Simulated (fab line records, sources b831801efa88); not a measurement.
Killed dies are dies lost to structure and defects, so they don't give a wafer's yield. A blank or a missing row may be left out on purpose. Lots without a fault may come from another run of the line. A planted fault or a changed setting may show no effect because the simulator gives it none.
Split-lot experiment | flow sky130 | 5 lots, 23 wafers read, on a route of 708 steps

THE SPLIT
At SKY_LOCAL_INTERCONNECT_COAT_06 (resist thk 450 nm), the setting spin_rpm was moved away from the recipe's 3000 rpm on 6 of the 23 wafers read, by +4.3% to +5.1%. The other wafers ran this setting at the recipe's value.

The reading is taken at the split's own step.

THE READING
KrF-thick_of_LOCAL_INTERCONNECT_COAT_06.thk_nm (the simulator's own value, which no gauge read), in nm, at SKY_LOCAL_INTERCONNECT_COAT_06 (resist thk 450 nm). The file gives no usual value for it. The 17 wafers here that ran the recipe average 450.0 nm, standard deviation 1.2 nm.

wafer  | tool, chamber at the split | spin_rpm as run, rpm | against the recipe | KrF-thick_of_LOCAL_INTERCONNECT_COAT_06.thk_nm, nm | against lot-mates on the recipe
L074.2 | litho_track-01, 0          | 3000                 | recipe             | 450.8                                              | -
L074.3 | litho_track-01, 0          | 3000                 | recipe             | 450.8                                              | -
L074.4 | litho_track-01, 0          | 3000                 | recipe             | 451.1                                              | -
L074.5 | litho_track-01, 0          | 3000                 | recipe             | 449.5                                              | -
L074.6 | litho_track-01, 0          | 3000                 | recipe             | 451.6                                              | -
L078.1 | litho_track-01, 0          | 3000                 | recipe             | 451.2                                              | -
L078.3 | litho_track-01, 0          | 3000                 | recipe             | 449.6                                              | -
L078.4 | litho_track-01, 0          | 3000                 | recipe             | 448.7                                              | -
L080.1 | litho_track-03, 0          | 3000                 | recipe             | 450.1                                              | -
L080.3 | litho_track-03, 0          | 3152                 | +5.1%              | 439.1                                              | -11.6
L080.4 | litho_track-03, 0          | 3152                 | +5.1%              | 437.7                                              | -13.0
L080.5 | litho_track-03, 0          | 3152                 | +5.1%              | 439.6                                              | -11.1
L080.6 | litho_track-03, 0          | 3000                 | recipe             | 451.3                                              | -
L083.1 | litho_track-04, 0          | 3000                 | recipe             | 450                                                | -
L083.2 | litho_track-04, 0          | 3000                 | recipe             | 450.5                                              | -
L083.3 | litho_track-04, 0          | 3000                 | recipe             | 449.9                                              | -
L083.4 | litho_track-04, 0          | 3000                 | recipe             | 450.2                                              | -
L083.6 | litho_track-04, 0          | 3000                 | recipe             | 450.4                                              | -
L082.1 | litho_track-03, 0          | 3129                 | +4.3%              | 438.4                                              | -8.9
L082.2 | litho_track-03, 0          | 3000                 | recipe             | 446.8                                              | -
L082.3 | litho_track-03, 0          | 3129                 | +4.3%              | 438.5                                              | -8.8
L082.4 | litho_track-03, 0          | 3129                 | +4.3%              | 438.8                                              | -8.4
L082.6 | litho_track-03, 0          | 3000                 | recipe             | 447.7                                              | -

THE FIT
A straight line over all 23 wafers: KrF-thick_of_LOCAL_INTERCONNECT_COAT_06.thk_nm changes by -2.39 nm for each +1% of spin_rpm; r = -0.97; the points scatter about the line by 1.3 nm.
The same after taking each lot's own level away (the mean of its wafers on the recipe; 23 wafers): -2.22 nm for each +1%; r = -0.99; scatter 0.77 nm.
On that fit, the largest move of spin_rpm shifts the reading by 11 nm.
The lots' own levels span 447.25 to 450.76 nm, that is 2.8 times the standard deviation above.
So the lot-to-lot level changes the slope little: the two slopes agree.
Check: with one of the wafers moved furthest among these (+5.1%) left out of the fit, the line predicts -11.1 nm for it against its lot-mates. It came out at -11.6 nm against them.

OTHER SPLITS ON THESE WAFERS
These wafers also went through other splits before the reading. Each is held against what the fit with the lots' levels taken away leaves over:
other split on the same wafers | wafers away from the commonest value | r with KrF-thick_of_LOCAL_INTERCONNECT_COAT_06.thk_nm (lot level and that fit taken away)
SKY_SD_N_COAT_02 resist_thk_nm | 7                                    | +0.09
SKY_SD_N_STRIP_11 power_w      | 9                                    | +0.20
SKY_LI_CONTACT_CVD_21 temp_c   | 8                                    | +0.12

THE WHOLE CHAIN: every reading that the file lists as answering this split, in the file's order
step                            | what it does      | reading                                                                                         | change (the file's fit)              | r (the file's)
SKY_LOCAL_INTERCONNECT_COAT_06  | resist thk 450 nm | KrF-thick_of_LOCAL_INTERCONNECT_COAT_06.thk_nm (the simulator's own value, which no gauge read) | -2.21 nm for each +1% of the setting | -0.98
SKY_LOCAL_INTERCONNECT_STRIP_15 | strips in O2/N2   | strip_time_to_endpoint_s                                                                        | withheld for each +1% of the setting | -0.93

THE FILE'S OWN FIT
KrF-thick_of_LOCAL_INTERCONNECT_COAT_06.thk_nm changes by -2.21 nm for each +1% of spin_rpm, r = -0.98.
